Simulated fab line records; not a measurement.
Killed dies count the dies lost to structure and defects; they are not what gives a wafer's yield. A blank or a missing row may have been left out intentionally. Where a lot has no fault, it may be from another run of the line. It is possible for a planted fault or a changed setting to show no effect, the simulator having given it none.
Code-filled problem report in 8D (eight disciplines) form / flow sky130 / the parts of the form that need people (team, actions taken, sign-off) are left out

## 1. PROBLEM STATEMENT
Mean METAL2_ALCU_RS at SKY_METAL2_RS_MEAS_05: 0.1444 ohm/sq over 6 wafers in 2 lots; fault-free wafers: 0.1266 ohm/sq, standard deviation 0.0014. That puts it +13 standard deviations away from the usual mean.
The step: measures by four-point-probe.
Earliest sighting: wafer L774.1 on filmMetro-01 at day 40 07:55. The record holds 36 wafers of 12 lots with a number at this step. Rule for "out", or "out of limits": more than 4 standard deviations from the usual mean. Any other wafer with a number is counted as sound.

## 2. WHAT THIS IS AND IS NOT
question=which readings at this step; is=METAL2_ALCU_RS; is not=-
question=which lots; is=L774, L775; is not=L755, L757, L758, L759, L760, L762, L763, L766, L767, L768
question=which wafers of those lots; is=all that have a number; is not=-
question=read on which gauges; is=filmMetro-01; is not=filmMetro-03, filmMetro-04
question=when; is=from day 40 07:55; is not=up to then (30 sound wafers)

## 3. THE SUSPECTS, EACH WITH WHAT RULES IT OUT
Counting: a tool at a process step up to the reading stays a suspect if it ran every lot that is out and no sound lot after the first of them.
- the gauge at SKY_METAL2_RS_MEAS_05: kept. All the wafers that are out were read on filmMetro-01, and no step on other tools shows them out.
- pvdSputter-04 at SKY_METAL2_SPUTTER_00 (material Ti, target thk 15 nm, time 10 s): kept. It ran every lot that is out, first L774 (day 40 07:46), and no sound lot after that; its last sound lot up to then is L767 (day 38 10:15).
- pvdSputter-04 at SKY_METAL2_SPUTTER_02 (material AlCu, target thk 250 nm, time 13.3 s): kept. It ran every lot that is out, first L774 (day 40 07:49), and no sound lot after that; its last sound lot up to then is L767 (day 38 10:18).
- pvdSputter-04 at SKY_METAL2_SPUTTER_03 (material Ti, target thk 5 nm, time 3.3 s): kept. It ran every lot that is out, first L774 (day 40 07:50), and no sound lot after that; its last sound lot up to then is L767 (day 38 10:20).
Left after counting: pvdSputter-04 at SKY_METAL2_SPUTTER_00, pvdSputter-04 at SKY_METAL2_SPUTTER_02, pvdSputter-04 at SKY_METAL2_SPUTTER_03, filmMetro-01 at SKY_METAL2_RS_MEAS_05.

## 4. THE CAUSE (what the simulator had put in)
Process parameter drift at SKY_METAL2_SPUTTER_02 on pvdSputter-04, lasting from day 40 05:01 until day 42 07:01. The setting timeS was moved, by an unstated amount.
This tool is one of the 4 suspects left after counting.

## 5. THE EFFECT CHAIN, in route order
Each row: a reading whose mean over the struck wafers that have a number lies more than 3 standard deviations from the usual. Only readings whose record carries a usual standard deviation are examined. hours: median over the lots of the time between each lot's start at the first step of this table that gives one and its start at this step. sigmas: the change, counted in usual standard deviations.
hours=0; step=SKY_METAL2_RS_MEAS_05; reading=METAL2_ALCU_RS; usual=0.1266 ohm/sq; on struck wafers=0.1444; change=+0.0178; sigmas=+13
hours=0; step=SKY_METAL2_THK_MEAS_06; reading=METAL2_ALCU_THK; usual=247 nm; on struck wafers=218; change=-30; sigmas=-9.5

## 6. WHAT WOULD HAVE CAUGHT IT SOONER
In this record the first reading out of limits at a measuring or inspecting step was taken at day 40 07:55, 3 hours after the fault began at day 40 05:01.
Of the tool readings at SKY_METAL2_SPUTTER_02 for which the record gives a usual standard deviation, none was out on any struck wafer, so an alarm limit of 4 standard deviations on them would not have fired.
Among the 2 lots that are out, L775 began SKY_METAL2_SPUTTER_02 on pvdSputter-04 after day 40 07:55. A tool hold placed at that time would have kept it from harm.
